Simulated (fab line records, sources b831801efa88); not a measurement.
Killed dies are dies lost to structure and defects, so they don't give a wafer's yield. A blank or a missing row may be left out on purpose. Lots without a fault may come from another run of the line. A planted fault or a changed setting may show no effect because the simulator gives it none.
A struck lot beside a sound one | flow sky130 | 43 steps out of a route of 708
Sound: wafers L849.2, L849.4, L849.6. Struck: wafer L857.4. (L857.1, L857.6 of the same lot were not struck and are left out.) The cause comes at the end.
At each step with rows: each side's tool, then ch and its chambers, then its first start. Under that, the readings that differ: sound wafers | struck wafers | difference of the means | sigmas: that difference in standard deviations of wafers without a fault.
alike: readings whose means differ by less than 2 such deviations, and words and numbers that are the same on both sides. not compared: withheld readings, readings that some wafer has no value for, bounds like >300 that may hide the same value, and numbers for which the record gives no deviation and whose values overlap.
The two part at a step that has a row with sigmas, a row that says differs or no value, or rows on one side only. Numbers that don't overlap but have no deviation are shown without sigmas and don't part them. A reading that every wafer of one side lacks parts them only if that side has two wafers or more.

first, 3 steps without rows for these wafers: SKY_SONOS_ONO_WET_ETCH_18 (etches Si3N4 in H3PO4, target depth 15 nm, time 172 s); SKY_GATE_OXIDE_CLEAN_00 (cleans in SC1/SC2, time 150 s); SKY_GATE_OXIDE_OXIDATION_01 (stabilise 600 s, purge 300 s, target thk 10.268 nm).
SKY_GATE_OXIDE_THK_MEAS_02:
  sound on film_metro-04, day 13 07:40; struck on film_metro-04, day 15 22:14
  alike: GATE_OXIDE_OXIDATION_00_THK
then, 7 steps without rows for these wafers: SKY_GATE_OXIDE_DEHYDRATE_03 (time 60 s); SKY_GATE_OXIDE_HMDS_04 (prime time 60 s); SKY_GATE_OXIDE_COAT_05 (resist thk 1140 nm); SKY_GATE_OXIDE_SOFTBAKE_06 (time 60 s); SKY_GATE_OXIDE_EXPOSE_07 (exposes mask LVOM, target cd 600 nm); SKY_GATE_OXIDE_PEB_08; SKY_GATE_OXIDE_DEVELOP_09 (develop time 60 s).
SKY_GATE_OXIDE_OVL_MEAS_10:
  sound on overlay-01, day 14 09:20; struck on overlay-01, day 17 02:26
  alike: GATE_OXIDE_OVL
SKY_GATE_OXIDE_IMPLANT_11:
  sound on implanter-04 ch 0, day 14 09:24; struck on implanter-02 ch 0, day 17 02:28
then, 1 step without rows for these wafers: SKY_GATE_OXIDE_WET_ETCH_12 (etches SiO2 in dHF, target depth 16.8 nm, time 336 s).
SKY_GATE_OXIDE_STRIP_13: strips in O2/N2.
  sound on plasma_asher-03 ch 0,1, day 14 09:37; struck on plasma_asher-01 ch 0, day 17 02:43
  alike: drypump_motor_current_A, oes_product_au, strip_time_to_endpoint_s
  not compared: rf_hours_counter_h
SKY_GATE_OXIDE_TW_MEAS_14:
  sound on film_metro-03, day 14 09:44; struck on film_metro-04, day 17 02:49
  reading       | sound             | struck | difference | sigmas
  GATE_OXIDE_TW | 225.5 226.5 224.8 | 221.4  | -4.2       | -3
then, 3 steps without rows for these wafers: SKY_GATE_OXIDE_CLEAN_15 (cleans in SC1/SC2, time 150 s); SKY_GATE_OXIDE_OXIDATION_16 (stabilise 600 s, purge 300 s, target thk 3.57 nm); SKY_POLY_GATE_CVD_00 (deposits poly-Si, target thk 180 nm, time 720 s).
SKY_POLY_GATE_THK_MEAS_01:
  sound on film_metro-03, day 14 13:38; struck on film_metro-03, day 17 07:30
  alike: POLY_GATE_CVD_00_THK
then, 8 steps without rows for these wafers: SKY_RES_PROTECT_DEHYDRATE_00 (time 60 s); SKY_RES_PROTECT_HMDS_01 (prime time 60 s); SKY_RES_PROTECT_COAT_02 (resist thk 1140 nm); SKY_RES_PROTECT_SOFTBAKE_03 (time 60 s); SKY_RES_PROTECT_EXPOSE_04 (exposes mask RPM, target cd 1270 nm); SKY_RES_PROTECT_PEB_05; SKY_RES_PROTECT_DEVELOP_06 (develop time 60 s); SKY_POLY_GATE_IMPLANT_02.
SKY_RES_PROTECT_STRIP_07: strips in O2/N2.
  sound on plasma_asher-04 ch 0,1, day 15 16:15; struck on plasma_asher-04 ch 1, day 18 12:56
  alike: drypump_motor_current_A, oes_product_au, strip_time_to_endpoint_s
  not compared: rf_hours_counter_h
SKY_RES_PROTECT_TW_MEAS_08:
  sound on film_metro-01, day 15 16:22; struck on film_metro-04, day 18 13:02
  reading      | sound          | struck | difference | sigmas
  POLY_GATE_TW | 4085 4111 4087 | 4029   | -65        | -3
then, 2 steps without rows for these wafers: SKY_RES_PROTECT_CLEAN_09 (cleans in SC1/SC2, time 150 s); SKY_POLY_GATE_CVD_03 (deposits Si3N4 from DCS/NH3, target thk 75 nm, time 1290 s).
SKY_POLY_GATE_THK_MEAS_04:
  sound on film_metro-03, day 15 17:49; struck on film_metro-03, day 18 14:56
  alike: POLY_GATE_CVD_03_THK
then, 8 steps without rows for these wafers: SKY_POLY_GATE_DEHYDRATE_05 (time 60 s); SKY_POLY_GATE_HMDS_06 (prime time 60 s); SKY_POLY_GATE_COAT_07 (resist thk 110 nm); SKY_POLY_GATE_COAT_08 (resist thk 450 nm); SKY_POLY_GATE_SOFTBAKE_09 (time 90 s); SKY_POLY_GATE_EXPOSE_10 (exposes mask P1M, target cd 150 nm); SKY_POLY_GATE_PEB_11; SKY_POLY_GATE_DEVELOP_12 (develop time 60 s).
SKY_POLY_GATE_CD_MEAS_13: target cd 150 nm.
  sound on cd_sem-02, day 16 22:19; struck on cd_sem-02, day 19 22:05
  alike: cd_nm
-- the record jumps here: 28 days lie between the struck wafers' starts before and after (it left off in module POLY_GATE and takes up again in module PAD_OPEN, whose first step shown is number 708 of the route) --
SKY_PAD_OPEN_PROBE_99:
  sound on prober-01, day 46 02:54; struck on prober-02, day 48 01:32
  reading                                  | sound                  | struck | difference | sigmas
  model.etest.pfet_01v8_lvt.drive_ua_um    | 174.3 179.7 177.2      | 161.8  | -15.3      |
  model.etest.nfet_01v8.drive_ua_um_range  | 8.541 7.364 12.69      | 15.69  | +6.16      |
  model.etest.pfet_01v8.drive_ua_um_range  | 5.934 7.287 9.352      | 14.5   | +7.0       |
  model.etest.pfet_01v8_mvt.drive_ua_um    | 153.9 159.6 155.7      | 148.3  | -8.1       |
  model.etest.pfet_01v8_lvt.off_log10_a_um | -8.886 -8.571 -8.931   | -10.3  | -1.5       |
  model.etest.pfet_01v8_mvt.off_log10_a_um | -10.5 -10.03 -10.45    | -10.9  | -0.6       |
  model.etest.pfet_01v8.off_log10_a_um     | -9.467 -8.989 -9.457   | -9.763 | -0.459     |
  model.etest.pfet_01v8_lvt.vt_v_range     | 0.0174 0.01381 0.01665 | 0.1104 | +0.0944    |
  alike: killed_at_M0_to_M3, killed_at_M4_up, killed_at_contacts, killed_at_front_end, killed_at_other, killed_dies, killed_open, killed_short

WHERE THEY PART
First at SKY_GATE_OXIDE_TW_MEAS_14; last, within this record, at SKY_RES_PROTECT_TW_MEAS_08. Later steps at which nothing parts them and some readings are alike: SKY_POLY_GATE_THK_MEAS_04, SKY_POLY_GATE_CD_MEAS_13, SKY_PAD_OPEN_PROBE_99.

WHY: what the simulator had put in
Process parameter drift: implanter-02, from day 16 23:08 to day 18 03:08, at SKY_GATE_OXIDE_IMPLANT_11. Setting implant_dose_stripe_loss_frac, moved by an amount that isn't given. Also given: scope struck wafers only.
